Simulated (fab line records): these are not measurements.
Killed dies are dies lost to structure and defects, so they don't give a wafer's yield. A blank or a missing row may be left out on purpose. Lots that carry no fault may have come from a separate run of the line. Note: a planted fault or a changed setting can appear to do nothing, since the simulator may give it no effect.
A lot that was struck, set against a sound lot ; flow sky130 ; 19 steps out of a route of 708
Sound: wafers L320.3, L320.4, L320.6. Struck: wafer L329.5. (L329.1, L329.3 of the same lot were not struck and are left out.) The cause comes at the end.
Order at every step that has rows: each side's tool, ch and its chambers, its first start. Under that, the readings that differ: sound wafers ; struck wafers ; difference of the means ; sigmas: that difference in standard deviations of wafers without a fault.
alike: words and numbers the same on both sides, and readings whose means are apart by under 2 such deviations; not compared: readings that were withheld, readings missing a value for some wafer, numbers with overlapping values and no deviation given by the record, and bounds like >300 which may hide the same value.
A row with sigmas, a row that says differs or no value, or rows on one side alone: a step with any of these is where the two part. Numbers that don't overlap but have no deviation are shown without sigmas and don't part them. Lack of a reading on every wafer of one side parts them only where that side has two or more wafers.

first, 1 step without rows for these wafers: SKY_VIA4_ETCH_12 (etches SiO2 in C4F8/O2/Ar, stops on TiN, target depth 580 nm).
SKY_VIA4_STRIP_13: strips in O2/N2.
  sound on plasma_asher-03 ch 0,1, day 46 07:21; struck on plasma_asher-03 ch 0, day 49 00:07
  alike: drypump_motor_current_A, oes_product_au, strip_time_to_endpoint_s
  not compared: rf_hours_counter_h
then, 3 steps without rows for these wafers: SKY_VIA4_STRIP_14 (strips in post etch residue remover, time 1200 s); SKY_VIA4_CLEAN_15 (cleans in IPA, time 180 s); SKY_VIA4_CLEAN_16 (cleans in O3/DIW).
SKY_VIA4_SPUTTER_17: material TiN, target thk 20 nm, time 80 s.
  sound on pvd_sputter-02 at day 46 08:00; struck on pvd_sputter-03 at day 49 00:43
  alike: throttle_valve_pct
then, 1 step without rows for these wafers: SKY_VIA4_CVD_18 (deposits W, target thk 505 nm, time 152.14 s).
SKY_VIA4_RS_MEAS_19: measurement is done with a four-point probe.
  sound on film_metro-01 at day 46 08:15; struck on film_metro-01 at day 49 00:56
  alike: VIA4_W_RS
SKY_VIA4_THK_MEAS_20: measures by xrf.
  sound on film_metro-01 at day 46 08:21; struck on film_metro-01 at day 49 01:03
  alike: VIA4_W_THK
SKY_VIA4_CMP_21: polishes, stops on SiO2, t overpolish 25 s, target thk 0 nm.
  sound on cmp-01 ch 0,2,3, day 46 08:23; struck on cmp-02 ch 2, day 49 01:07
  alike: motor_current_A, overpolish_run_s, slurry_filter_dp_kPa, time_to_endpoint_s
then, 2 steps without rows for these wafers: SKY_METAL5_SPUTTER_00 (material Ti, target thk 15 nm, time 10 s); SKY_METAL5_SPUTTER_01 (material TiN, target thk 20 nm, time 16.7 s).
SKY_METAL5_SPUTTER_02: material AlCu, target thk 1150 nm, time 61.2 s.
  sound on pvd_sputter-03 at day 46 08:44; struck on pvd_sputter-04 at day 49 01:28
reading;sound;struck;difference;sigmas
model.AlCu_of_METAL5_SPUTTER_02.thk_nm (nm);1138 1136 1139;1216;+78;
  alike: throttle_valve_pct
SKY_METAL5_SPUTTER_03: material Ti, target thk 5 nm, time 3.3 s.
  sound on pvd_sputter-03 at day 46 08:47; struck on pvd_sputter-04 at day 49 01:31
  alike: throttle_valve_pct
SKY_METAL5_SPUTTER_04: material TiN, target thk 70 nm, time 58.3 s.
  sound on pvd_sputter-03 at day 46 08:49; struck on pvd_sputter-04 at day 49 01:32
  alike: throttle_valve_pct
SKY_METAL5_RS_MEAS_05: measurement is done with a four-point probe.
  sound on film_metro-04 at day 46 08:54; struck on film_metro-03 at day 49 01:35
reading;sound;struck;difference;sigmas
METAL5_ALCU_RS (ohm/sq);0.0274 0.0274 0.0274;0.0256;-0.0018;-6
SKY_METAL5_THK_MEAS_06: measures by xrf.
  sound on film_metro-04 at day 46 09:00; struck on film_metro-03 at day 49 01:42
reading;sound;struck;difference;sigmas
METAL5_ALCU_THK (nm);1134 1139 1139;1202;+65;+4
then, 1 step without rows for these wafers: SKY_METAL5_DEHYDRATE_07 (time 60 s).
-- the record jumps here: 2 days lie between the struck wafers' starts before and after (it left off in module METAL5 and takes up again in module PAD_OPEN, whose first step shown is number 708 of the route) --
SKY_PAD_OPEN_PROBE_99:
  sound on prober-02 at day 49 00:43; struck on prober-02 at day 51 08:01
reading;sound;struck;difference;sigmas
killed_short;41 46 44;28;-16;-2
model.etest.met5.rs_ohm_sq;0.02743 0.02755 0.02723;0.02564;-0.00176;
model.etest.met5.line_ohm_um;0.01716 0.01722 0.0171;0.01596;-0.00120;
  alike: defect_limited_yield, killed_at_M0_to_M3, killed_at_M4_up, killed_at_contacts, killed_at_front_end, killed_at_other, killed_dies, killed_open, sort_bin_3_pad_short, sort_bin_5_function, sort_bin_6_memory, sort_n_pass, sort_yield_pct

== WHERE THEY PART ==
Earliest at SKY_METAL5_RS_MEAS_05; latest, in this record, at SKY_PAD_OPEN_PROBE_99.

WHY: the cause the simulator had injected
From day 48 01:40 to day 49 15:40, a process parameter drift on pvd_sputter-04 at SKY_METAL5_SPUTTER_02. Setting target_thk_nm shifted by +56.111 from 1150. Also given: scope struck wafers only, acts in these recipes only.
